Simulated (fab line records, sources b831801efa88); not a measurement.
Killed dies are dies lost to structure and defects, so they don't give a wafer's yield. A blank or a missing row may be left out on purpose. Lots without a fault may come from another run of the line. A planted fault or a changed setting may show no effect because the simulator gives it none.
Which tool did it? | flow sky130 | 13 lots, 39 wafers sampled, at 4 steps of a route of 708

WHAT THE GAUGES READ, wafer by wafer
SKY_SONOS_ONO_THK_MEAS_03. Usual: SONOS_ONO_CVD_02_THK 10.55 nm, standard deviation 0.14.
lot  | measured     | on            | SONOS_ONO_CVD_02_THK (nm) | flag
L731 | day 11 08:00 | film_metro-04 | 10.62 10.47 10.50         |
L732 | day 12 01:11 | film_metro-02 | 10.39 10.36 10.41         |
L733 | day 12 03:31 | film_metro-04 | 10.34 10.28 10.37         |
L734 | day 14 23:55 | film_metro-02 | 10.61 10.65 10.62         |
L736 | day 15 18:32 | film_metro-01 | 10.60 10.54 10.71         |
L740 | day 17 05:32 | film_metro-01 | 10.55 10.43 10.47         |
L746 | day 16 15:03 | film_metro-02 | 10.45 10.40 10.49         |
L748 | day 17 07:26 | film_metro-04 | 10.62 10.58 10.65         |
L749 | day 17 07:26 | film_metro-01 | 10.46 10.57 10.58         |
L750 | day 17 17:35 | film_metro-01 | 10.51 10.44 10.62         |
L751 | day 17 23:08 | film_metro-04 | 10.63 10.71 10.64         |
L753 | day 18 19:34 | film_metro-04 | 10.59 10.68 10.57         |
L754 | day 19 07:11 | film_metro-02 | 10.84 10.74 10.71         |

WHICH TOOL RAN EACH LOT (tool, then ch and the chambers of the sampled wafers, then the start)
lot  | SKY_FIELD_ISO_STRIP_16              | SKY_VT_ADJUST_LVTN_STRIP_09          | SKY_SONOS_ONO_OXIDATION_00
L731 | plasma_asher-02 ch 0,1, day 2 08:24 | plasma_asher-02 ch 1, day 6 19:05    | furnace-01 ch 0, day 11 05:32
L732 | plasma_asher-04 ch 0,1, day 2 17:05 | plasma_asher-01 ch 0,1, day 7 09:11  | furnace-02 ch 0, day 11 21:46
L733 | plasma_asher-02 ch 0,1, day 2 17:37 | plasma_asher-01 ch 0,1, day 7 12:29  | furnace-02 ch 0, day 12 01:02
L734 | plasma_asher-04 ch 0,1, day 2 21:38 | plasma_asher-02 ch 0,1, day 7 16:34  | furnace-02 ch 0, day 14 21:28
L736 | plasma_asher-03 ch 0,1, day 3 11:26 | plasma_asher-03 ch 0,1, day 8 10:13  | furnace-02 ch 0, day 15 15:38
L740 | plasma_asher-02 ch 0,1, day 4 07:05 | plasma_asher-01 ch 0,1, day 9 14:46  | furnace-01 ch 0, day 17 02:38
L746 | plasma_asher-04 ch 0,1, day 5 12:26 | plasma_asher-02 ch 0,1, day 10 22:05 | furnace-02 ch 0, day 16 10:46
L748 | plasma_asher-03 ch 1, day 5 20:44   | plasma_asher-03 ch 0,1, day 11 09:17 | furnace-02 ch 0, day 16 22:26
L749 | plasma_asher-03 ch 0,1, day 6 01:50 | plasma_asher-02 ch 0,1, day 11 17:01 | furnace-01 ch 0, day 17 03:34
L750 | plasma_asher-04 ch 0,1, day 6 09:05 | plasma_asher-03 ch 0,1, day 11 23:14 | furnace-02 ch 0, day 17 13:48
L751 | plasma_asher-04 ch 1, day 6 11:59   | plasma_asher-02 ch 0,1, day 12 06:31 | furnace-01 ch 0, day 17 19:25
L753 | plasma_asher-02 ch 0,1, day 7 02:17 | plasma_asher-03 ch 0,1, day 12 22:26 | furnace-02 ch 0, day 18 15:24
L754 | plasma_asher-02 ch 0,1, day 7 06:23 | plasma_asher-03 ch 0,1, day 13 09:26 | furnace-02 ch 0, day 19 02:26
- SKY_FIELD_ISO_STRIP_16: strips in O2/N2.
- SKY_VT_ADJUST_LVTN_STRIP_09: strips in O2/N2.
- SKY_SONOS_ONO_OXIDATION_00: stabilise 600 s, purge 300 s, target thk 2.6 nm.

WHAT THE TOOLS THEMSELVES READ (means of the sampled wafers that have a number; where no wafer has one, the mark that the record gives instead)
SKY_FIELD_ISO_STRIP_16. Usual: drypump_motor_current_A 5.9 A, standard deviation 0.35; n2_flow_sccm 300.0 sccm, standard deviation 0.96; oes_product_au 0.378 a.u., standard deviation 0.0046; strip_time_to_endpoint_s 3.55 s, standard deviation 0.033.
lot  | tool            | drypump_motor_current_A (A) | n2_flow_sccm (sccm) | oes_product_au (a.u.) | strip_time_to_endpoint_s (s) | flag
L731 | plasma_asher-02 | 6.1                         | 299.1               | 0.376                 | 3.53                         |
L732 | plasma_asher-04 | 5.5                         | 300.0               | 0.380                 | 3.56                         |
L733 | plasma_asher-02 | 6.1                         | 300.1               | 0.378                 | 3.50                         |
L734 | plasma_asher-04 | 5.7                         | 301.2               | 0.378                 | 3.55                         |
L736 | plasma_asher-03 | 6.1                         | 300.5               | 0.383                 | 3.57                         |
L740 | plasma_asher-02 | 6.2                         | 299.8               | 0.376                 | 3.57                         |
L746 | plasma_asher-04 | 5.5                         | 299.8               | 0.377                 | 3.56                         |
L748 | plasma_asher-03 | 5.6                         | 299.1               | 0.383                 | 3.59                         |
L749 | plasma_asher-03 | 6.1                         | 299.8               | 0.379                 | 3.52                         |
L750 | plasma_asher-04 | 5.5                         | 300.2               | 0.380                 | 3.55                         |
L751 | plasma_asher-04 | 5.3                         | 300.6               | 0.383                 | 3.56                         |
L753 | plasma_asher-02 | 6.1                         | 299.5               | 0.381                 | 3.55                         |
L754 | plasma_asher-02 | 6.2                         | 300.6               | 0.375                 | 3.53                         |

SKY_VT_ADJUST_LVTN_STRIP_09. Usual: drypump_motor_current_A 6.0 A, standard deviation 0.32; n2_flow_sccm 300.1 sccm, standard deviation 0.85; oes_product_au 0.722 a.u., standard deviation 0.0047; strip_time_to_endpoint_s 36.87 s, standard deviation 0.1.
lot  | tool            | drypump_motor_current_A (A) | n2_flow_sccm (sccm) | oes_product_au (a.u.) | strip_time_to_endpoint_s (s) | flag
L731 | plasma_asher-02 | 6.2                         | 300.3               | 0.723                 | 36.88                        |
L732 | plasma_asher-01 | 6.0                         | 300.4               | 0.722                 | 36.91                        |
L733 | plasma_asher-01 | 6.0                         | 299.8               | 0.725                 | 36.78                        |
L734 | plasma_asher-02 | 6.2                         | 300.2               | 0.722                 | 36.78                        |
L736 | plasma_asher-03 | 6.1                         | 300.3               | 0.723                 | 36.80                        |
L740 | plasma_asher-01 | 5.8                         | 299.7               | 0.725                 | 36.90                        |
L746 | plasma_asher-02 | 6.2                         | 300.4               | 0.721                 | 36.83                        |
L748 | plasma_asher-03 | 6.1                         | 300.1               | 0.721                 | 36.72                        |
L749 | plasma_asher-02 | 6.2                         | 299.4               | 0.721                 | 36.92                        |
L750 | plasma_asher-03 | 6.1                         | 298.7               | 0.722                 | 37.07                        |
L751 | plasma_asher-02 | 6.2                         | 300.6               | 0.724                 | 36.97                        |
L753 | plasma_asher-03 | 5.8                         | 300.4               | 0.720                 | 36.97                        |
L754 | plasma_asher-03 | 5.8                         | 299.9               | 0.724                 | 36.98                        |

SKY_SONOS_ONO_OXIDATION_00. Usual: ramp_up_c_per_min 10.0000, standard deviation 0.002.
lot  | tool       | ramp_up_c_per_min | flag
L731 | furnace-01 | 10.0007           |
L732 | furnace-02 | 9.9994            |
L733 | furnace-02 | 10.0012           |
L734 | furnace-02 | 9.9994            |
L736 | furnace-02 | 9.9982            |
L740 | furnace-01 | 10.0004           |
L746 | furnace-02 | 9.9996            |
L748 | furnace-02 | 9.9998            |
L749 | furnace-01 | 10.0013           |
L750 | furnace-02 | 9.9998            |
L751 | furnace-01 | 9.9993            |
L753 | furnace-02 | 9.9995            |
L754 | furnace-02 | 10.0009           |

THE ANSWER, worked out from the rows above alone
Rule: a lot is off if the mean of its wafers that have a number lies more than 3 standard deviations from the usual mean. A lot without any number at a reading at which 4 lots or more have one is off too. The other lots that the step has rows for count as sound. The gauges are gone through in route order, then the tools' own readings, and for those a lot's mean is taken as printed above. The first step at which some lot is off is used, and at that step the reading that is off furthest; a lot without a number counts as furthest.
No lot is off at any reading shown: from this, nothing can be told.

WHAT THE SIMULATOR HAD PUT IN
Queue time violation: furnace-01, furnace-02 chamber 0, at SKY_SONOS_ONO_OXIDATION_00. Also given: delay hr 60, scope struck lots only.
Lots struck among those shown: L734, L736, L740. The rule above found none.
